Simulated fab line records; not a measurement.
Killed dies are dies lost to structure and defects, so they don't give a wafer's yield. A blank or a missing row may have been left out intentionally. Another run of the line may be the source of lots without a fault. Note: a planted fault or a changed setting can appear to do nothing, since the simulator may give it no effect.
Struck lot and sound lot, side by side :: flow sky130 :: 15 out of 708 route steps
Sound: these wafers, L701.2, L701.3, L701.4. Struck: wafers L714.1, L714.4, L714.6. The cause is named last.
Each step with rows lists, per side, the tool, then ch with its chambers, then its first start. Under that, the readings that differ: sound wafers :: struck wafers :: difference of the means :: sigmas: that difference in standard deviations of wafers without a fault.
alike: readings with means less than 2 such deviations apart, plus words and numbers identical on both sides. not compared: withheld readings, readings lacking a value on some wafer, bounds such as >300 that could conceal the same value, and numbers that have no deviation in the record and whose values overlap.
Wherever a step has rows on one side only, a row that says differs or no value, or a row with sigmas, the two part there. Numbers that have no deviation but don't overlap get no sigmas and don't part them. A reading missing from all wafers of one side parts the sides only when that side holds two or more wafers.

first, 3 steps without rows for these wafers: SKY_PASSIVATION_EXPOSE_08 (exposes mask NSM, target cd 3000 nm); SKY_PASSIVATION_PEB_09; SKY_PASSIVATION_DEVELOP_10 (develop time 60 s).
SKY_PASSIVATION_ETCH_11: etches the open film in CF4/O2, stops on AlCu, target depth 725 nm, time 161.1 s.
  sound on rieDiel-02 ch 0,2,3, day 46 07:30; struck on rieDiel-03 ch 0,2, day 49 13:04
  alike: cf4FlowSccm, drypumpMotorCurrentA, oesProductAu, throttleValvePct
  not compared: rfHoursCounterH
SKY_PASSIVATION_STRIP_12: strips in O2/N2.
  sound on plasmaAsher-03 ch 0,1, day 46 07:37; struck on plasmaAsher-01 ch 0,1, day 49 13:11
  alike: drypumpMotorCurrentA, oesProductAu, stripTimeToEndpointS
  not compared: rfHoursCounterH
then, 7 steps without rows for these wafers: SKY_PAD_OPEN_DEHYDRATE_00 (time 60 s); SKY_PAD_OPEN_HMDS_01 (prime time 60 s); SKY_PAD_OPEN_COAT_02 (resist thk 3000 nm); SKY_PAD_OPEN_SOFTBAKE_03; SKY_PAD_OPEN_EXPOSE_04 (exposes mask PDM, target cd 60000 nm); SKY_PAD_OPEN_PEB_05; SKY_PAD_OPEN_DEVELOP_06 (develop time 60 s).
SKY_PAD_OPEN_ETCH_07: etches the open film in CF4/O2, stops on AlCu, target depth 725 nm, time 161.1 s.
  sound on rieDiel-02 ch 1,2,3, day 47 04:13; struck on rieDiel-04 ch 1,2, day 50 07:28
reading: oesProductAu (a.u.)
sound: 0.972 0.976 0.984
struck: 0.836 0.843 0.839
difference: -0.138
sigmas: -18

reading: throttleValvePct (%)
sound: 5.968 5.959 5.945
struck: 5.913 5.931 5.925
difference: -0.034
sigmas: -4

reading: model.PAD_OPEN.featureDepthNm (nm)
sound: 704.1 701.6 710
struck: 542 539.8 539.5
difference: -165
sigmas: 

reading: model.etch.depthNm (nm)
sound: 704.1 701.6 710
struck: 542 539.8 539.5
difference: -165
sigmas: 
  alike: cf4FlowSccm, drypumpMotorCurrentA
  not compared: rfHoursCounterH
SKY_PAD_OPEN_STRIP_08: strips in O2/N2.
  sound on plasmaAsher-03 ch 0,1, day 47 04:20; struck on plasmaAsher-03 ch 0,1, day 50 07:35
  alike: drypumpMotorCurrentA, oesProductAu
  not compared: rfHoursCounterH
SKY_PAD_OPEN_PROBE_99:
  sound: prober-01 at day 47 06:56; struck: prober-01 at day 50 09:49
reading: hold
sound: - - -
struck: awaitDispo/6.2h/scrap awaitDispo/6.2h/scrap awaitDispo/6.2h/scrap
difference: no value on the sound wafers
sigmas: 

reading: defectLimitedYield (%)
sound: 79.1 83.3 80.9
struck: 0 0 0
difference: -81
sigmas: -45

reading: killedAtOther
sound: 0 1 0
struck: 403 413 396
difference: +404
sigmas: +99 or more

reading: killedDies
sound: 103 82 94
struck: 492 492 492
difference: +399
sigmas: +45

reading: killedOnRim
sound: 21 14 14
struck: 96 96 96
difference: +80
sigmas: +23

reading: sort_bin_5_function (%)
sound: 12.2 10.6 12.4
struck: 93.5 94.5 91.1
difference: +81.3
sigmas: +58

reading: sortNPass
sound: 389 410 398
struck: 0 0 0
difference: -399
sigmas: -45

reading: sortYieldPct (%)
sound: 79.1 83.3 80.9
struck: 0 0 0
difference: -81
sigmas: -45

reading: model.etest.tester.sortNPass
sound: 389 410 398
struck: 0 0 0
difference: -399
sigmas: 

reading: model.etest.tester.sortYieldPct (%)
sound: 79.06 83.33 80.89
struck: 0 0 0
difference: -81
sigmas: 

reading: model.etest.tester.sort_bin_5_pct (%)
sound: 12.2 10.57 12.4
struck: 93.5 94.51 91.06
difference: +81.3
sigmas: 

reading: model.etest.nfet_01v8_swapped.open
sound: 0 0 0
struck: 1 1 1
difference: +1
sigmas: 

reading: model.etest.nfet_01v8.open
sound: 0 0 0
struck: 1 1 1
difference: +1
sigmas: 

reading: model.etest.mconChain.open
sound: 0 0 0
struck: 1 1 1
difference: +1
sigmas: 

reading: model.etest.pfet_01v8.open
sound: 0 0 0
struck: 1 1 1
difference: +1
sigmas: 

reading: model.etest.pfetG5v0d10v5.open
sound: 0 0 0
struck: 1 1 1
difference: +1
sigmas: 
  alike: killed_at_M0_to_M3, killed_at_M4_up, killedAtContacts, killedAtFrontEnd, killedOpen, killedShort, sort_bin_3_pad_short, sort_bin_6_memory

== WHERE THEY PART ==
First at SKY_PAD_OPEN_ETCH_07; last, within this record, at SKY_PAD_OPEN_PROBE_99.

WHY: the cause the simulator had injected
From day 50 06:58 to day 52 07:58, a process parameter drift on rieDiel-04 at SKY_PAD_OPEN_ETCH_07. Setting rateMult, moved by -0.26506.
